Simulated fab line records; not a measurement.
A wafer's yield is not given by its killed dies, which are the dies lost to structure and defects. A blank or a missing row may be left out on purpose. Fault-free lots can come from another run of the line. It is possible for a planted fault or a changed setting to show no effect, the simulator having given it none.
Check of tool commonality || flow gf180mcu || 12 lots and 36 wafers in the sample

## REASON IT WAS OPENED
At GF_TOP_METAL_CD_MEAS_14 the reading cd_nm is flagged on 2 of 12 lots. No-fault wafers: 439.7 nm, standard deviation 2.
Rule: a lot is flagged when every wafer of it that has a number lies more than 4 standard deviations from that mean, or none has a number. The rest of the lots are taken to be sound.

{"lot": "L215", "measured": "day 28 15:41", "on": "cd_sem-02", "cd_nm (nm), wafer by wafer": "441.0 441.2 439.1", "flag": ""}
{"lot": "L217", "measured": "day 28 17:36", "on": "cd_sem-01", "cd_nm (nm), wafer by wafer": "437.9 439.4 437.6", "flag": ""}
{"lot": "L218", "measured": "day 29 07:56", "on": "cd_sem-01", "cd_nm (nm), wafer by wafer": "439.2 436.8 439.2", "flag": ""}
{"lot": "L220", "measured": "day 30 08:26", "on": "cd_sem-01", "cd_nm (nm), wafer by wafer": "433.8 434.5 434.9", "flag": ""}
{"lot": "L222", "measured": "day 30 12:22", "on": "cd_sem-02", "cd_nm (nm), wafer by wafer": "441.4 440.4 440.7", "flag": ""}
{"lot": "L224", "measured": "day 31 01:40", "on": "cd_sem-01", "cd_nm (nm), wafer by wafer": "438.4 437.3 437.8", "flag": ""}
{"lot": "L225", "measured": "day 31 06:35", "on": "cd_sem-01", "cd_nm (nm), wafer by wafer": "437.5 439.4 440.4", "flag": ""}
{"lot": "L227", "measured": "day 31 23:27", "on": "cd_sem-01", "cd_nm (nm), wafer by wafer": "442.0 439.2 442.3", "flag": ""}
{"lot": "L228", "measured": "day 32 02:44", "on": "cd_sem-01", "cd_nm (nm), wafer by wafer": "440.2 440.6 439.7", "flag": ""}
{"lot": "L232", "measured": "day 32 23:29", "on": "cd_sem-02", "cd_nm (nm), wafer by wafer": "461.9 463.4 462.2", "flag": "FLAGGED"}
{"lot": "L233", "measured": "day 33 10:37", "on": "cd_sem-01", "cd_nm (nm), wafer by wafer": "460.9 464.4 463.1", "flag": "FLAGGED"}
{"lot": "L235", "measured": "day 33 15:08", "on": "cd_sem-01", "cd_nm (nm), wafer by wafer": "439.9 440.4 439.1", "flag": ""}
The numbers of the flagged lots are 462.6 nm on average: +22.9 nm against the usual, or +11 standard deviations.

## TOOL THAT RAN EACH LOT
The record holds 2 process steps before the reading, out of a route of 602 steps. Each cell gives the tool, then ch followed by the chambers the sampled wafers passed through, then the start.
{"lot": "L215", "flag": "", "GF_V4_CVD_23": "cvd_w-02 ch 0,1, day 25 00:43", "GF_TOP_METAL_COAT_09": "litho_track-03 ch 0, day 28 05:01"}
{"lot": "L217", "flag": "", "GF_V4_CVD_23": "cvd_w-02 ch 0,1, day 25 03:47", "GF_TOP_METAL_COAT_09": "litho_track-04 ch 0, day 28 07:18"}
{"lot": "L218", "flag": "", "GF_V4_CVD_23": "cvd_w-01 ch 0,1, day 25 19:50", "GF_TOP_METAL_COAT_09": "litho_track-01 ch 0, day 28 22:14"}
{"lot": "L220", "flag": "", "GF_V4_CVD_23": "cvd_w-02 ch 0,1, day 26 21:59", "GF_TOP_METAL_COAT_09": "litho_track-01 ch 0, day 29 22:32"}
{"lot": "L222", "flag": "", "GF_V4_CVD_23": "cvd_w-02 ch 0,1, day 27 02:16", "GF_TOP_METAL_COAT_09": "litho_track-03 ch 0, day 30 02:52"}
{"lot": "L224", "flag": "", "GF_V4_CVD_23": "cvd_w-02 ch 0,1, day 27 17:38", "GF_TOP_METAL_COAT_09": "litho_track-01 ch 0, day 30 16:31"}
{"lot": "L225", "flag": "", "GF_V4_CVD_23": "cvd_w-02 ch 0,1, day 27 22:32", "GF_TOP_METAL_COAT_09": "litho_track-01 ch 0, day 30 20:44"}
{"lot": "L227", "flag": "", "GF_V4_CVD_23": "cvd_w-02 ch 0,1, day 28 19:01", "GF_TOP_METAL_COAT_09": "litho_track-01 ch 0, day 31 14:43"}
{"lot": "L228", "flag": "", "GF_V4_CVD_23": "cvd_w-01 ch 0,1, day 28 20:44", "GF_TOP_METAL_COAT_09": "litho_track-04 ch 0, day 31 17:38"}
{"lot": "L232", "flag": "FLAGGED", "GF_V4_CVD_23": "cvd_w-02 ch 0,1, day 29 20:41", "GF_TOP_METAL_COAT_09": "litho_track-04 ch 0, day 32 14:46"}
{"lot": "L233", "flag": "FLAGGED", "GF_V4_CVD_23": "cvd_w-02 ch 0,1, day 30 10:55", "GF_TOP_METAL_COAT_09": "litho_track-04 ch 0, day 33 03:09"}
{"lot": "L235", "flag": "", "GF_V4_CVD_23": "cvd_w-02 ch 0,1, day 30 16:08", "GF_TOP_METAL_COAT_09": "litho_track-03 ch 0, day 33 06:50"}
What is done by these steps:
- GF_V4_CVD_23: deposits W, target thk 350 nm, time 104.9 s.
- GF_TOP_METAL_COAT_09: resist thk 1500 nm.
- GF_TOP_METAL_CD_MEAS_14: target cd 440 nm.

## FLAGGED AGAINST TOTAL, ONE TOOL AT A TIME (gauges that did the reading follow at the end)
{"step": "GF_V4_CVD_23", "tool": "cvd_w-01", "lots run": 2, "flagged": 0, "share of the flagged lots": "none", "sound lots run after its first flagged lot": "-"}
{"step": "GF_V4_CVD_23", "tool": "cvd_w-02", "lots run": 10, "flagged": 2, "share of the flagged lots": "all", "sound lots run after its first flagged lot": "1 (L235)"}
{"step": "GF_TOP_METAL_COAT_09", "tool": "litho_track-01", "lots run": 5, "flagged": 0, "share of the flagged lots": "none", "sound lots run after its first flagged lot": "-"}
{"step": "GF_TOP_METAL_COAT_09", "tool": "litho_track-03", "lots run": 3, "flagged": 0, "share of the flagged lots": "none", "sound lots run after its first flagged lot": "-"}
{"step": "GF_TOP_METAL_COAT_09", "tool": "litho_track-04", "lots run": 4, "flagged": 2, "share of the flagged lots": "all", "sound lots run after its first flagged lot": 0}
{"step": "GF_TOP_METAL_CD_MEAS_14", "tool": "cd_sem-01", "lots run": 9, "flagged": 1, "share of the flagged lots": "some", "sound lots run after its first flagged lot": "1 (L235)"}
{"step": "GF_TOP_METAL_CD_MEAS_14", "tool": "cd_sem-02", "lots run": 3, "flagged": 1, "share of the flagged lots": "some", "sound lots run after its first flagged lot": 0}

## WHAT IS ALLOWED BY THE TABLE
Table rows that saw every flagged lot: 2, namely cvd_w-02 at GF_V4_CVD_23 and litho_track-04 at GF_TOP_METAL_COAT_09.
- cvd_w-02 at GF_V4_CVD_23: 2 of its 10 lots flagged. Sound lots ran on it after the first flagged one (L235), which a lasting fault on the whole tool wouldn't allow.
- litho_track-04 at GF_TOP_METAL_COAT_09: 2 of its 4 lots flagged. A fault beginning between L228 (day 31 17:38), its last sound lot, and L232 (day 32 14:46), its first flagged one, fits the data.
Just one tool remains: litho_track-04 at GF_TOP_METAL_COAT_09.

## WHAT THE SIMULATOR HAD INSERTED
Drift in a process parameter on litho_track-04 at GF_TOP_METAL_COAT_09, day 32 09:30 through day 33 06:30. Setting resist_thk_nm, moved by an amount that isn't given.
Shown lots that were struck: L232, L233. The rule above reached the same finding.
